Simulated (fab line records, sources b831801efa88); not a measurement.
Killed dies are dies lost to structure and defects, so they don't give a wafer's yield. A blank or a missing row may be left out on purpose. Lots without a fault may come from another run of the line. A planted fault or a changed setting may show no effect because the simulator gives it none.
Which tool did it? | flow sky130 | 13 lots, 39 wafers sampled, at 5 steps of a route of 708

WHAT THE GAUGES READ, wafer by wafer
SKY_LDD_HVP_TW_MEAS_10.
lot  | measured     | on            | LDD_HVP_TW
L814 | day 22 18:19 | film_metro-01 | 460 458 458
L815 | day 22 19:22 | film_metro-02 | 453 452 452
L817 | day 22 20:05 | film_metro-01 | 458 457 456
L816 | day 22 21:11 | film_metro-01 | 459 459 458
L820 | day 24 22:49 | film_metro-01 | 452 453 454
L822 | day 25 01:40 | film_metro-02 | 453 454 452
L825 | day 25 16:30 | film_metro-03 | 459 459 462
L829 | day 26 21:13 | film_metro-02 | 404 401 404
L831 | day 27 19:13 | film_metro-01 | 412 414 414
L832 | day 27 23:18 | film_metro-02 | 405 408 405
L833 | day 28 15:54 | film_metro-02 | 454 454 454
L835 | day 29 06:55 | film_metro-01 | 457 460 456
L836 | day 29 13:42 | film_metro-03 | 456 460 460

SKY_METAL2_OVL_MEAS_16.
lot  | measured     | on         | METAL2_OVL (nm)
L814 | day 36 04:11 | overlay-02 | -13 -19 -17
L815 | day 36 06:31 | overlay-01 | 8 9 8
L817 | day 36 07:11 | overlay-02 | 1 9 -1
L816 | day 36 08:08 | overlay-02 | -10 7 -7
L820 | day 38 04:46 | overlay-02 | 5 -1 -1
L822 | day 38 06:52 | overlay-02 | 0 9 2
L825 | day 38 17:32 | overlay-01 | 7 -1 4
L829 | day 39 17:54 | overlay-01 | -5 -5 2
L831 | day 40 11:35 | overlay-01 | 3 9 3
L832 | day 40 15:23 | overlay-02 | -4 2 1
L833 | day 41 06:53 | overlay-02 | -1 3 -5
L835 | day 41 18:59 | overlay-02 | 5 -3 -4
L836 | day 41 22:44 | overlay-02 | 9 6 20

WHICH TOOL RAN EACH LOT (tool, then ch and the chambers of the sampled wafers, then the start)
lot  | SKY_LDD_HVP_IMPLANT_08          | SKY_CONTACT_ETCH_17                | SKY_METAL1_SPUTTER_04
L814 | implanter-02 ch 0, day 22 18:06 | rie_diel-01 ch 0,1,2, day 32 14:46 | pvd_sputter-03, day 32 16:12
L815 | implanter-02 ch 0, day 22 19:07 | rie_diel-02 ch 0,1,2, day 32 16:28 | pvd_sputter-04, day 32 17:54
L817 | implanter-01 ch 0, day 22 19:52 | rie_diel-01 ch 1,2, day 32 18:31   | pvd_sputter-01, day 32 19:59
L816 | implanter-01 ch 0, day 22 20:59 | rie_diel-04 ch 1,2,3, day 32 18:43 | pvd_sputter-03, day 32 20:08
L820 | implanter-01 ch 0, day 24 22:34 | rie_diel-04 ch 0,2,3, day 34 18:37 | pvd_sputter-01, day 34 20:05
L822 | implanter-02 ch 0, day 25 01:25 | rie_diel-04 ch 0,3, day 34 19:55   | pvd_sputter-01, day 34 21:20
L825 | implanter-01 ch 0, day 25 16:15 | rie_diel-04 ch 0,1,2, day 35 06:07 | pvd_sputter-01, day 35 07:35
L829 | implanter-02 ch 0, day 26 20:59 | rie_diel-01 ch 0,1,3, day 36 09:25 | pvd_sputter-01, day 36 10:50
L831 | implanter-02 ch 0, day 27 18:58 | rie_diel-02 ch 0,2, day 37 04:22   | pvd_sputter-01, day 37 05:47
L832 | implanter-02 ch 0, day 27 23:03 | rie_diel-01 ch 0,3, day 37 07:58   | pvd_sputter-03, day 37 09:24
L833 | implanter-01 ch 0, day 28 15:39 | rie_diel-01 ch 0,3, day 38 00:31   | pvd_sputter-03, day 38 01:58
L835 | implanter-04 ch 0, day 29 06:40 | rie_diel-01 ch 1,2, day 38 12:25   | pvd_sputter-04, day 38 13:50
L836 | implanter-04 ch 0, day 29 13:27 | rie_diel-01 ch 0,1,2, day 38 17:07 | pvd_sputter-04, day 38 18:34
- SKY_LDD_HVP_IMPLANT_08
- SKY_CONTACT_ETCH_17: etches SiO2 in C4F8/O2/Ar, stops on Si3N4, target depth 340 nm.
- SKY_METAL1_SPUTTER_04: material TiN, target thk 70 nm, time 58.3 s.

WHAT THE TOOLS THEMSELVES READ (means of the sampled wafers that have a number; where no wafer has one, the mark that the record gives instead)
SKY_LDD_HVP_IMPLANT_08.
lot  | tool         | beam_energy_keV | tilt_deg (degrees)
L814 | implanter-02 | 20.001          | 17.887
L815 | implanter-02 | 19.990          | 17.908
L817 | implanter-01 | 19.997          | 17.903
L816 | implanter-01 | 20.002          | 17.913
L820 | implanter-01 | 19.999          | 17.883
L822 | implanter-02 | 19.992          | 17.844
L825 | implanter-01 | 20.003          | 17.909
L829 | implanter-02 | 20.002          | 0.034
L831 | implanter-02 | 20.005          | 0.003
L832 | implanter-02 | 19.995          | 0.006
L833 | implanter-01 | 20.009          | 17.895
L835 | implanter-04 | 19.992          | 17.899
L836 | implanter-04 | 19.999          | 17.912

SKY_CONTACT_ETCH_17.
lot  | tool        | oes_product_au (a.u.)
L814 | rie_diel-01 | 0.894
L815 | rie_diel-02 | 0.895
L817 | rie_diel-01 | 0.890
L816 | rie_diel-04 | 0.892
L820 | rie_diel-04 | 0.895
L822 | rie_diel-04 | 0.888
L825 | rie_diel-04 | 0.893
L829 | rie_diel-01 | 0.888
L831 | rie_diel-02 | 0.892
L832 | rie_diel-01 | 0.892
L833 | rie_diel-01 | 0.891
L835 | rie_diel-01 | 0.893
L836 | rie_diel-01 | 0.893

SKY_METAL1_SPUTTER_04.
lot  | tool           | throttle_valve_pct (%)
L814 | pvd_sputter-03 | 30.5
L815 | pvd_sputter-04 | 30.1
L817 | pvd_sputter-01 | 30.0
L816 | pvd_sputter-03 | 30.4
L820 | pvd_sputter-01 | 30.2
L822 | pvd_sputter-01 | 30.2
L825 | pvd_sputter-01 | 30.8
L829 | pvd_sputter-01 | 30.7
L831 | pvd_sputter-01 | 30.9
L832 | pvd_sputter-03 | 30.1
L833 | pvd_sputter-03 | 30.4
L835 | pvd_sputter-04 | 30.8
L836 | pvd_sputter-04 | 30.7

THE ANSWER, worked out from the rows above alone
Rule: what is usual is taken from the lots themselves. Put in order of their means at a reading, lots are off if they are a third of the lots or fewer, leave a main group of 4 or more, and stand apart from it by a gap of 3 or more times the standard deviation of the main group's means; of several such gaps the widest counts. A main group whose means are all the same, to the digits that the tables above print for the reading, isn't used. A lot without any number at a reading at which 4 lots or more have one is off too. The other lots that the step has rows for count as sound. The gauges are gone through in route order, then the tools' own readings, and for those a lot's mean is taken as printed above. The first step at which some lot is off is used, and at that step the reading that is off furthest; a lot without a number counts as furthest.
Off: L829, L831, L832, at SKY_LDD_HVP_TW_MEAS_10 (LDD_HVP_TW). The main group: mean 456, standard deviation 2.8.
A tool fits if, at a process step before that reading, it ran every lot that is off, and no sound lot after the first of them. The gauges at SKY_LDD_HVP_TW_MEAS_10 aren't tried: what is off there is off at SKY_LDD_HVP_IMPLANT_08 too, on other tools, and a gauge's error can't cause that. One fits: implanter-02 at SKY_LDD_HVP_IMPLANT_08. Its last sound lot is L822 (day 25 01:25), its first lot that is off L829 (day 26 20:59): a fault that began between those two fits.
The tool's own readings at SKY_LDD_HVP_IMPLANT_08 bear it out: on the lots that are off they differ by more than 5 times the standard deviation of the sound lots' means. tilt_deg reads 0.014 degrees there against 17.895 degrees on the sound lots.

WHAT THE SIMULATOR HAD PUT IN
Process parameter drift: implanter-02, from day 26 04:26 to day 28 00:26, at SKY_LDD_HVP_IMPLANT_08. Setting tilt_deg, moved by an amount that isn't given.
Lots struck among those shown: L829, L831, L832. The rule above found the same.
